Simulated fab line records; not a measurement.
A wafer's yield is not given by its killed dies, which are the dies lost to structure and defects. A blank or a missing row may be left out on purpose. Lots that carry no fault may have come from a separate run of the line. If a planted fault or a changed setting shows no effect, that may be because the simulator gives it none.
A lot that was struck, set against a sound lot :: flow gf180mcu :: 14 steps out of a route of 602
Sound: wafers L467.1, L467.2, L467.4. Struck: wafers L476.1, L476.4, L476.6. At the end, the cause is stated.
Per side, at each step with rows, come the tool, then ch with its chambers, and then its first start. Under that, the readings that differ: sound wafers :: struck wafers :: difference of the means :: sigmas: that difference in standard deviations of wafers without a fault.
alike: same words and numbers on both sides, and readings whose means sit less than 2 such deviations apart. not compared: any withheld reading, any reading some wafer has no value for, any bound like >300 that may hide the same value, and any number with overlapping values for which the record gives no deviation.
A row with sigmas, a row that says differs or no value, or rows on one side alone: a step with any of these is where the two part. Numbers that don't overlap but have no deviation are shown without sigmas and don't part them. Lack of a reading on every wafer of one side parts them only where that side has two or more wafers.

GF_V4_ETCH_17: etches SiO2 in C4F8/O2/Ar, stops on TiN, target depth 630 nm.
  sound: rie diel-01 ch 1,2,3; struck: rie diel-04 ch 1,2,3
  alike: oes product au
then, 3 steps without rows for these wafers: GF_V4_STRIP_18 (strips in O2/N2); GF_V4_STRIP_19 (strips in post etch residue remover, time 1200 s); GF_V4_CLEAN_20 (cleans in DIW).
GF_V4_SPUTTER_21: material Ti, target thk 15 nm, time 80.02 s.
  struck on pvd sputter-03, day 29 14:48; sound on pvd sputter-02, day 26 14:35
  alike: cathode dc power W, chamber pressure pa, substrate temp c, throttle valve pct
GF_V4_SPUTTER_22: material TiN, target thk 10 nm, time 40 s.
  struck on pvd sputter-03, day 29 14:52; sound on pvd sputter-02, day 26 14:38
  alike: cathode dc power W, chamber pressure pa, throttle valve pct
GF_V4_CVD_23: deposits W, target thk 350 nm, time 104.9 s.
  sound on cvd w-02 ch 0,1, day 26 14:41; struck on cvd w-02 ch 0,1, day 29 14:54
  alike: heater power w, susceptor temp C
GF_V4_RS_MEAS_24: uses a four-point probe to measure.
  struck on film metro-02, day 29 15:01; sound on film metro-01, day 26 14:47
  alike: V4_W_RS
GF_V4_THK_MEAS_25: measures by xrf.
  struck on film metro-02, day 29 15:08; sound on film metro-01, day 26 14:55
  alike: V4_W_THK
then, 1 step without rows for these wafers: GF_V4_CMP_26 (polishes, stops on SiO2, t overpolish 15 s, target thk 0 nm).
GF_MIM_SPUTTER_00: material Ti, target thk 37.5 nm, time 150 s.
  struck on pvd sputter-03, day 29 15:29; sound on pvd sputter-03, day 26 15:16
  alike: cathode dc power W, chamber pressure pa, substrate temp c, throttle valve pct
then, 1 step without rows for these wafers: GF_MIM_SPUTTER_01 (material TiN, target thk 30 nm, time 25 s).
GF_MIM_SPUTTER_02: material AlCu, target thk 450 nm, time 23.9 s.
  struck on pvd sputter-03, day 29 15:37; sound on pvd sputter-03, day 26 15:24
  no value came back on the struck wafers for cathode dc power W (W), chamber pressure pa (Pa), throttle valve pct (%); on the sound wafers cathode dc power W (W) reads 10601 10600 10595
then, 1 step without rows for these wafers: GF_MIM_SPUTTER_03 (material Ti, target thk 10 nm, time 6.7 s).

## WHERE THEY PART
Only at GF_MIM_SPUTTER_02, as far as this record shows.

WHY: the cause the simulator had injected
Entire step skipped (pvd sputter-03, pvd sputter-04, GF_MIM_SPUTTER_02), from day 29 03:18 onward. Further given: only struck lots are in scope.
